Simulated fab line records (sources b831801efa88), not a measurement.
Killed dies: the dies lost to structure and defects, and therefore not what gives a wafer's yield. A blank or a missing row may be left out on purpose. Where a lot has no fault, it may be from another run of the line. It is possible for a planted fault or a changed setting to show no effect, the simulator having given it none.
fab line records -- flow sky130
[record] lots = 6, wafers = 18, lastDay = 50
route steps=708 shown LDD_N@252 LDD_P@255 LDD_HVN@267 PAD_OPEN@708
lots that met no fault: from a run of the same line without faults
startH: hours from the record's first day to the start of the lot's first wafer shown -- waitH: time in hours since the lot's previous step -- " as in the row above -- L1.1+2: a single row standing in for several wafers -- - no value, or no start was given -- * or withheld: withheld -- < > ~ a bound
route shown NAME@n: a module of which the file shows steps, and the number in the route of the first -- usual: average and standard deviation across the fault-free wafers -- same: alike in all rows -- chamber/n: place in a boat -- sites: the reading at each site -- _std_site: standard deviation across them -- _edge_site: inner sites' mean taken away from outer sites' mean -- radiusMm: for every site, how far away it sits from the centre of the wafer -- mask NAME#n: copy n -- behind: the most recent tool/chamber to have shaped the wafer -- hold: why the lot was held/for how many hours/how that ended -- device: names the non-switching transistor (n, p or np) -- end of line: at the end of the route, the tests of the same wafers -- for a step that has no rows: nothing shown but its recipe -- killed: at the first sort, the dies lost to defects and structure; wafer yield is something else -- map: a wafer's dies, marking killed ones x, the rest . and places with no die _
set.NAME: the setting that was run; set.NAME@STEP: the one run at that earlier step -- model.NAME: the simulator's own value behind a step, which no gauge read
certain route steps with their lots: each step a table, each wafer a row
services: from which hour (startH, from the record's first day; less than 0 if before it) a tool's chamber was out of use, for how many hours, and why
[[steps]]
[step SKY_LDD_N_IMPLANT_15]
[recipe] species = BF2, energyKev = 50, doseCm2 = 5e+12, tiltDeg = 30, rotationDeg = 270
[step SKY_LDD_N_STRIP_16]
[recipe] chemistry = O2/N2, powerW = 1400, pressureMtorr = 1500, platenTempC = withheld, o2FlowSccm = 3000, n2FlowSccm = 300, overashFraction = 0.5
[usual] drypumpMotorCurrentA = 5.8/0.65, oesProductAu = 0.406/0.0043, stripTimeToEndpointS = 4.309/0.015
lot.wafer,tool,chamber,startH,waitH,drypumpMotorCurrentA,oesProductAu,rfHoursCounterH,stripTimeToEndpointS
L632.1,plasmaAsher-04,0,487.09,0.1,6.9,0.405,5,4.272
L632.3,plasmaAsher-04,0,487.09,0.1,6.8,0.402,-,4.304
L632.5,plasmaAsher-04,1,487.09,0.1,5.8,0.398,-,4.287
L635.2,plasmaAsher-04,1,525.89,0.1,5.8,0.404,10,4.313
L635.4,plasmaAsher-04,0,525.89,0.1,6.8,0.408,-,4.320
L635.6,plasmaAsher-04,0,525.89,0.1,6.8,0.400,-,4.301
L638.2,plasmaAsher-04,0,534.73,0.1,6.8,0.410,11,4.329
L638.4,plasmaAsher-04,1,534.73,0.1,5.8,0.407,-,4.301
L638.5,plasmaAsher-04,0,534.73,0.1,6.8,0.405,-,4.312
L639.3,plasmaAsher-01,0,540.63,0.1,5.8,0.405,-,4.305
L639.4,plasmaAsher-01,1,540.63,0.1,4.8,0.403,-,4.280
L639.6,plasmaAsher-01,0,540.63,0.1,5.8,0.407,-,4.327
L640.1,plasmaAsher-03,1,558.64,0.1,6.0,0.401,88,4.326
L640.3,plasmaAsher-03,0,558.64,0.1,6.1,0.401,-,4.326
L640.6,plasmaAsher-03,0,558.64,0.1,6.1,0.408,-,4.325
L644.4,plasmaAsher-04,1,591.53,0.1,5.8,0.406,-,4.287
L644.5,plasmaAsher-04,1,591.53,0.1,5.8,0.402,-,4.287
L644.6,plasmaAsher-04,0,591.53,0.1,6.8,0.401,-,4.287
[step SKY_LDD_N_TW_MEAS_17]
[usual] LDD_N_TW = 2587/16
lot.wafer,tool,chamber,startH,waitH,LDD_N_TW
L632.1,filmMetro-03,-,487.19,0.1,2593
L632.3,filmMetro-03,-,487.19,0.1,2597
L632.5,filmMetro-03,-,487.19,0.1,2596
L635.2,filmMetro-04,-,526.00,0.1,2589
L635.4,filmMetro-04,-,526.00,0.1,2592
L635.6,filmMetro-04,-,526.00,0.1,2601
L638.2,filmMetro-03,-,534.84,0.1,2611
L638.4,filmMetro-03,-,534.84,0.1,2588
L638.5,filmMetro-03,-,534.84,0.1,2612
L639.3,filmMetro-04,-,540.71,0.1,2624
L639.4,filmMetro-04,-,540.71,0.1,2591
L639.6,filmMetro-04,-,540.71,0.1,2606
L640.1,filmMetro-02,-,558.74,0.1,2589
L640.3,filmMetro-02,-,558.74,0.1,2589
L640.6,filmMetro-02,-,558.74,0.1,2588
L644.4,filmMetro-04,-,591.62,0.1,2588
L644.5,filmMetro-04,-,591.62,0.1,2576
L644.6,filmMetro-04,-,591.62,0.1,2594
[step SKY_LDD_P_DEHYDRATE_00]
[recipe] tempC = 200, timeS = 60
[step SKY_LDD_P_HMDS_01]
[recipe] primeTimeS = 60, primeTempC = 120
[step SKY_LDD_P_COAT_02]
[recipe] resist = NOVOLAK, spinRpm = 3000, resistThkNm = 1140
[step SKY_LDD_P_SOFTBAKE_03]
[recipe] tempC = 90, timeS = 60, resist = NOVOLAK
[step SKY_LDD_P_EXPOSE_04]
[recipe] maskId = PSDM, na = 0.6, sourceShape = conventional, sigmaOuter = 0.6, polarization = unpolarized, targetCdNm = 380, doseMj = 138
[step SKY_LDD_P_PEB_05]
[recipe] tempC = withheld, timeS = *, resist = NOVOLAK
[step SKY_LDD_P_DEVELOP_06]
[recipe] resist = NOVOLAK, developer = TMAH, developTimeS = 60, devTempC = 23
[step SKY_LDD_P_CD_MEAS_07]
[recipe] targetCdNm = 380
[usual] cdNm = 381.9/2.6
lot.wafer,tool,chamber,startH,waitH,cdNm
L632.1,cdSem-01,-,517.61,0.1,383.2
L632.3,cdSem-01,-,517.61,0.1,381.7
L632.5,cdSem-01,-,517.61,0.1,382.6
L635.2,cdSem-01,-,555.53,0.1,384.2
L635.4,cdSem-01,-,555.53,0.1,381.7
L635.6,cdSem-01,-,555.53,0.1,380.4
L638.2,cdSem-02,-,564.18,0.1,378.0
L638.4,cdSem-02,-,564.18,0.1,382.0
L638.5,cdSem-02,-,564.18,0.1,379.3
L639.3,cdSem-02,-,570.19,0.1,381.6
L639.4,cdSem-02,-,570.19,0.1,381.7
L639.6,cdSem-02,-,570.19,0.1,381.2
L640.1,cdSem-01,-,588.01,0.1,382.8
L640.3,cdSem-01,-,588.01,0.1,381.2
L640.6,cdSem-01,-,588.01,0.1,381.4
L644.4,cdSem-02,-,620.61,0.1,385.5
L644.5,cdSem-02,-,620.61,0.1,383.6
L644.6,cdSem-02,-,620.61,0.1,382.2
[step SKY_LDD_P_OVL_MEAS_08]
[usual] LDD_P_OVL = 1.0/1.6
lot.wafer,tool,chamber,startH,waitH,LDD_P_OVL[nm]
L632.1,overlay-02,-,517.73,0.1,1.7
L632.3,overlay-02,-,517.73,0.1,1.8
L632.5,overlay-02,-,517.73,0.1,1.1
L635.2,overlay-02,-,555.63,0.1,-0.8
L635.4,overlay-02,-,555.63,0.1,-0.6
L635.6,overlay-02,-,555.63,0.1,0.5
L638.2,overlay-01,-,564.28,0.1,2.9
L638.4,overlay-01,-,564.28,0.1,3.8
L638.5,overlay-01,-,564.28,0.1,5.1
L639.3,overlay-02,-,570.28,0.1,2.8
L639.4,overlay-02,-,570.28,0.1,2.6
L639.6,overlay-02,-,570.28,0.1,3.2
L640.1,overlay-02,-,588.13,0.1,-0.3
L640.3,overlay-02,-,588.13,0.1,0.4
L640.6,overlay-02,-,588.13,0.1,0.7
L644.4,overlay-01,-,620.69,0.1,3.7
L644.5,overlay-01,-,620.69,0.1,4.2
L644.6,overlay-01,-,620.69,0.1,3.0
[step SKY_LDD_P_IMPLANT_09]
[recipe] species = BF2, energyKev = 25, doseCm2 = 1e+13, tiltDeg = withheld
[usual] beamOnS = 9.98/0.19, doseIonsCm2 = 1e+13/1e+10, faradayCurrentUA = 56.5/1
lot.wafer,tool,chamber,startH,waitH,beamOnS,doseIonsCm2,faradayCurrentUA
L632.1,implanter-03,0,517.76,0.0,10.32,9.993e+12,54.7
L632.3,implanter-03,0,517.76,0.0,9.90,1.0001e+13,56.8
L632.5,implanter-03,0,517.76,0.0,9.85,9.996e+12,57.1
L635.2,implanter-03,0,555.69,0.0,10.07,9.992e+12,56.1
L635.4,implanter-03,0,555.69,0.0,10.32,9.987e+12,54.4
L635.6,implanter-03,0,555.69,0.0,10.32,1e+13,54.8
L638.2,implanter-03,0,564.34,0.0,7.63,9.998e+12,73.4
L638.4,implanter-03,0,564.34,0.0,7.57,9.989e+12,74.3
L638.5,implanter-03,0,564.34,0.0,7.80,1.0003e+13,72.0
L639.3,implanter-04,0,570.36,0.1,9.84,1.0012e+13,57.3
L639.4,implanter-04,0,570.36,0.1,9.80,1.0003e+13,57.9
L639.6,implanter-04,0,570.36,0.1,10.32,9.999e+12,54.6
L640.1,implanter-03,0,588.16,0.0,7.62,1.0013e+13,73.8
L640.3,implanter-03,0,588.16,0.0,7.75,1.0005e+13,72.5
L640.6,implanter-03,0,588.16,0.0,7.73,1.0003e+13,73.1
L644.4,implanter-04,0,620.78,0.1,9.78,9.988e+12,57.6
L644.5,implanter-04,0,620.78,0.1,9.72,9.986e+12,58.0
L644.6,implanter-04,0,620.78,0.1,10.09,9.995e+12,55.6
[step SKY_LDD_P_STRIP_10]
[recipe] chemistry = O2/N2, powerW = 1400, pressureMtorr = 1500, platenTempC = withheld, o2FlowSccm = 3000, n2FlowSccm = 300, overashFraction = 0.5
[usual] drypumpMotorCurrentA = 5.7/0.55, oesProductAu = 0.716/0.0047, stripTimeToEndpointS = 14.17/0.041
lot.wafer,tool,chamber,startH,waitH,drypumpMotorCurrentA,oesProductAu,rfHoursCounterH,stripTimeToEndpointS
L632.1,plasmaAsher-03,1,517.91,0.1,6.0,0.722,84,14.16
L632.3,plasmaAsher-03,0,517.91,0.1,6.1,0.715,-,14.13
L632.5,plasmaAsher-03,0,517.91,0.1,6.1,0.718,-,14.17
L635.2,plasmaAsher-02,0,555.81,0.1,6.4,0.713,71,14.15
L635.4,plasmaAsher-02,0,555.81,0.1,6.4,0.723,-,14.09
L635.6,plasmaAsher-02,0,555.81,0.1,6.4,0.716,-,14.14
L638.2,plasmaAsher-01,0,564.46,0.1,5.7,0.704,44,14.13
L638.4,plasmaAsher-01,0,564.46,0.1,5.8,0.709,-,14.12
L638.5,plasmaAsher-01,0,564.46,0.1,5.8,0.707,-,14.10
L639.3,plasmaAsher-01,0,570.49,0.1,5.8,0.720,-,14.16
L639.4,plasmaAsher-01,1,570.49,0.1,4.8,0.721,-,14.21
L639.6,plasmaAsher-01,0,570.49,0.1,5.7,0.713,-,14.14
L640.1,plasmaAsher-02,0,588.31,0.1,6.3,0.719,74,14.17
L640.3,plasmaAsher-02,1,588.31,0.1,6.0,0.714,-,14.15
L640.6,plasmaAsher-02,1,588.31,0.1,6.1,0.723,-,14.17
L644.4,plasmaAsher-02,1,620.89,0.1,6.0,0.706,-,14.22
L644.5,plasmaAsher-02,0,620.89,0.1,6.3,0.718,-,14.19
L644.6,plasmaAsher-02,1,620.89,0.1,6.0,0.719,-,14.24
[step SKY_LDD_P_TW_MEAS_11]
[usual] LDD_P_TW = 636.2/2.6
lot.wafer,tool,chamber,startH,waitH,LDD_P_TW
L632.1,filmMetro-04,-,518.01,0.1,637.2
L632.3,filmMetro-04,-,518.01,0.1,637.0
L632.5,filmMetro-04,-,518.01,0.1,638.9
L635.2,filmMetro-04,-,555.92,0.1,634.2
L635.4,filmMetro-04,-,555.92,0.1,632.7
L635.6,filmMetro-04,-,555.92,0.1,632.9
L638.2,filmMetro-02,-,564.57,0.1,584.9
L638.4,filmMetro-02,-,564.57,0.1,588.4
L638.5,filmMetro-02,-,564.57,0.1,587.3
L639.3,filmMetro-02,-,570.58,0.1,636.4
L639.4,filmMetro-02,-,570.58,0.1,635.5
L639.6,filmMetro-02,-,570.58,0.1,636.7
L640.1,filmMetro-01,-,588.41,0.1,583.6
L640.3,filmMetro-01,-,588.41,0.1,585.8
L640.6,filmMetro-01,-,588.41,0.1,586.7
L644.4,filmMetro-04,-,620.98,0.1,635.7
L644.5,filmMetro-04,-,620.98,0.1,633.9
L644.6,filmMetro-04,-,620.98,0.1,635.7
[step SKY_LDD_HVN_DEHYDRATE_00]
[recipe] tempC = 200, timeS = 60
[step SKY_PAD_OPEN_PROBE_99]
[usual] killed_at_M0_to_M3 = 43/6.7, killed_at_M4_up = 3.2/1.8, killedAtContacts = 25/5.2, killedAtFrontEnd = 15/4.4, killedAtOther = 0.2/0.4, killedDies = 87/9.3, killedOpen = 48/7.1, killedShort = 39/6
[same] grossDies = 492, killedAtBackSide = 0
lot.wafer,tool,chamber,startH,waitH,killed_at_M0_to_M3,killed_at_M4_up,killedAtContacts,killedAtFrontEnd,killedAtOther,killedDies,killedOpen,killedShort,model.etest.tipP.rsOhmSq,model.etest.tipP.rsOhmSqRange
L632.1,prober-02,-,1142.03,0.1,38,8,23,16,0,85,51,34,6752,93.02
L632.3,prober-02,-,1142.13,0.2,55,7,25,11,0,98,48,50,6795,180.4
L632.5,prober-02,-,1142.23,0.2,45,7,27,17,0,96,47,49,6725,113.2
L635.2,prober-02,-,1155.41,0.1,54,1,30,13,0,98,58,40,6859,227.5
L635.4,prober-02,-,1155.51,0.2,46,4,17,15,0,82,36,46,6882,138.4
L635.6,prober-02,-,1155.61,0.2,42,1,22,18,0,83,41,42,6850,111.7
L638.2,prober-02,-,1161.72,0.1,59,4,18,11,0,92,50,42,8450,305.3
L638.4,prober-02,-,1161.82,0.2,42,1,15,17,0,75,40,35,8510,386.4
L638.5,prober-02,-,1161.87,0.2,45,2,23,8,0,78,44,34,8470,216.2
L639.3,prober-01,-,1165.60,0.2,48,4,32,16,0,100,58,42,6975,237.1
L639.4,prober-01,-,1165.65,0.2,35,6,31,20,0,92,51,41,6924,101.2
L639.6,prober-01,-,1165.75,0.2,41,6,18,20,0,85,45,40,6888,368.4
L640.1,prober-02,-,1176.73,0.1,44,1,29,10,1,85,50,35,8567,324.1
L640.3,prober-02,-,1176.83,0.2,37,1,26,19,0,83,38,45,8553,192.2
L640.6,prober-02,-,1176.98,0.2,49,5,19,20,0,93,50,43,8550,230.5
L644.4,prober-02,-,1194.77,0.2,37,2,32,12,1,84,46,38,6825,121.2
L644.5,prober-02,-,1194.82,0.2,40,3,39,15,0,97,58,39,6820,155.8
L644.6,prober-02,-,1194.87,0.2,43,5,32,11,0,91,49,42,6818,157.1
// killed by level:class
L632.1 CONTACT:geometricParticle:open=9 VIA1:geometricParticle:open=8 VIA3:geometricParticle:open=7 VIA2:geometricParticle:open=6 METAL4:geometricParticle:short=6 FIELD_ISO:geometricParticle:open=5 VIA2:geometricParticle:short=5 POLY_GATE:geometricParticle:short=4
L632.3 VIA1:geometricParticle:short=11 VIA3:geometricParticle:open=10 CONTACT:geometricParticle:open=8 VIA1:geometricParticle:open=8 VIA2:geometricParticle:short=6 LI_CONTACT:geometricParticle:open=5 CONTACT:geometricParticle:short=5 METAL1:geometricParticle:short=5
L632.5 CONTACT:geometricParticle:open=16 VIA1:geometricParticle:open=12 VIA1:geometricParticle:short=10 METAL2:geometricParticle:short=10 POLY_GATE:geometricParticle:short=6 METAL4:geometricParticle:short=5 LI_CONTACT:geometricParticle:open=4 FIELD_ISO:geometricParticle:open=3
L635.2 CONTACT:geometricParticle:open=16 VIA1:geometricParticle:open=12 VIA2:geometricParticle:open=9 VIA1:geometricParticle:short=7 VIA3:geometricParticle:open=7 METAL2:geometricParticle:short=6 METAL1:geometricParticle:short=5 POLY_GATE:geometricParticle:open=4
L635.4 METAL1:geometricParticle:short=11 VIA1:geometricParticle:open=9 CONTACT:geometricParticle:short=7 METAL2:geometricParticle:short=7 POLY_GATE:geometricParticle:open=6 LOCAL_INTERCONNECT:geometricParticle:short=5 VIA3:geometricParticle:open=5 VIA1:geometricParticle:short=4
L635.6 VIA1:geometricParticle:open=12 CONTACT:geometricParticle:open=9 VIA1:geometricParticle:short=9 FIELD_ISO:geometricParticle:short=6 METAL2:geometricParticle:short=6 FIELD_ISO:geometricParticle:open=4 POLY_GATE:geometricParticle:short=4 LI_CONTACT:geometricParticle:open=4
L638.2 METAL2:geometricParticle:short=11 VIA3:geometricParticle:open=10 VIA1:geometricParticle:open=10 CONTACT:geometricParticle:open=8 METAL1:geometricParticle:short=8 VIA2:geometricParticle:open=5 METAL3:geometricParticle:short=5 POLY_GATE:geometricParticle:open=4
L638.4 METAL1:geometricParticle:short=8 CONTACT:geometricParticle:open=7 VIA2:geometricParticle:short=5 POLY_GATE:geometricParticle:open=5 VIA2:geometricParticle:open=5 METAL3:geometricParticle:open=5 VIA1:geometricParticle:open=5 VIA1:geometricParticle:short=5
L638.5 VIA3:geometricParticle:open=10 LI_CONTACT:geometricParticle:open=8 VIA1:geometricParticle:open=8 METAL2:geometricParticle:short=8 VIA2:geometricParticle:open=7 CONTACT:geometricParticle:open=7 VIA3:geometricParticle:short=6 POLY_GATE:geometricParticle:short=5
L639.3 CONTACT:geometricParticle:open=14 VIA1:geometricParticle:open=12 LI_CONTACT:geometricParticle:open=8 VIA2:geometricParticle:open=7 LOCAL_INTERCONNECT:geometricParticle:short=6 METAL1:geometricParticle:short=6 VIA3:geometricParticle:open=6 SPACER:geometricParticle:short=5
L639.4 CONTACT:geometricParticle:open=13 VIA1:geometricParticle:open=8 VIA3:geometricParticle:open=8 LOCAL_INTERCONNECT:geometricParticle:short=6 FIELD_ISO:geometricParticle:open=5 FIELD_ISO:geometricParticle:short=5 METAL2:geometricParticle:short=5 POLY_GATE:geometricParticle:open=4
L639.6 VIA1:geometricParticle:open=9 VIA1:geometricParticle:short=7 VIA2:geometricParticle:open=7 LI_CONTACT:geometricParticle:open=6 METAL1:geometricParticle:short=6 VIA3:geometricParticle:open=6 METAL4:geometricParticle:short=5 FIELD_ISO:geometricParticle:short=4
L640.1 CONTACT:geometricParticle:open=18 VIA1:geometricParticle:open=9 METAL1:geometricParticle:short=8 CONTACT:geometricParticle:short=5 METAL2:geometricParticle:short=5 VIA2:geometricParticle:short=5 VIA3:geometricParticle:open=4 FIELD_ISO:geometricParticle:open=3
L640.3 METAL1:geometricParticle:short=10 CONTACT:geometricParticle:open=10 FIELD_ISO:geometricParticle:short=8 VIA2:geometricParticle:open=7 FIELD_ISO:geometricParticle:open=6 CONTACT:geometricParticle:short=6 LI_CONTACT:geometricParticle:open=4 VIA1:geometricParticle:open=4
L640.6 VIA1:geometricParticle:open=14 VIA3:geometricParticle:open=8 POLY_GATE:geometricParticle:short=6 LOCAL_INTERCONNECT:geometricParticle:short=6 METAL1:geometricParticle:short=6 VIA2:geometricParticle:open=5 METAL4:geometricParticle:short=5 FIELD_ISO:geometricParticle:open=4
L644.4 CONTACT:geometricParticle:open=13 VIA1:geometricParticle:open=10 VIA1:geometricParticle:short=8 CONTACT:geometricParticle:short=7 LI_CONTACT:geometricParticle:open=6 METAL1:geometricParticle:short=5 VIA3:geometricParticle:open=4 POLY_GATE:geometricParticle:short=3
L644.5 CONTACT:geometricParticle:open=13 LI_CONTACT:geometricParticle:open=12 VIA1:geometricParticle:open=11 METAL2:geometricParticle:short=9 FIELD_ISO:geometricParticle:open=6 CONTACT:geometricParticle:short=6 POLY_GATE:geometricParticle:open=5 VIA3:geometricParticle:open=5
L644.6 CONTACT:geometricParticle:open=9 LOCAL_INTERCONNECT:geometricParticle:short=8 VIA1:geometricParticle:open=8 VIA2:geometricParticle:open=8 LI_CONTACT:geometricParticle:open=7 VIA3:geometricParticle:open=6 CONTACT:geometricParticle:short=5 VIA1:geometricParticle:short=5
[[services]]
tool,chamber,startH,hours,kind
implanter-03,-,488.34,6.5,pm
plasmaAsher-02,-,503.19,5.4,repair
implanter-04,-,552.04,3.9,repair
implanter-03,-,571.60,5.9,repair
plasmaAsher-01,-,596.70,0.6,repair
plasmaAsher-03,-,600.70,3.1,repair
implanter-04,-,603.66,3.4,pm
[[key]]
[firstSign] step = SKY_LDD_P_IMPLANT_09, reading = faradayCurrentUA, direction = up, sigmas = 16, usual = 56.5, struck = 73.2
[effect] step = SKY_LDD_P_IMPLANT_09, reading = beamOnS, direction = down, sigmas = 12, usual = 9.98, struck = 7.68
[effect] step = SKY_LDD_P_TW_MEAS_11, reading = LDD_P_TW, direction = down, sigmas = 20, usual = 636.2, struck = 586.1
[modelEffect] step = SKY_PAD_OPEN_PROBE_99, value = etest.tipP.rsOhmSq, without = 6877, struck = 8517
metAt SKY_LDD_P_IMPLANT_09
struckWafers L638.2,L638.4,L638.5,L640.1,L640.3,L640.6
testerLeftOut L638,L640
onsetBetween 555.69 564.34
[fault] kind = processParameterDrift, tool = implanter-03, chamber = -, onsetH = 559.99, steps = SKY_LDD_P_IMPLANT_09, channel = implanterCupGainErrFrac, offset = 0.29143, shape = step, endH = 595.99
// testerLeftOut: of these lots the tester's yield and bins aren't shown, on N5 and GAA mostly nor the transistor test; their killed dies are dies lost to structure and defects alone, not to doping, threshold or leakage, so they don't give the yield
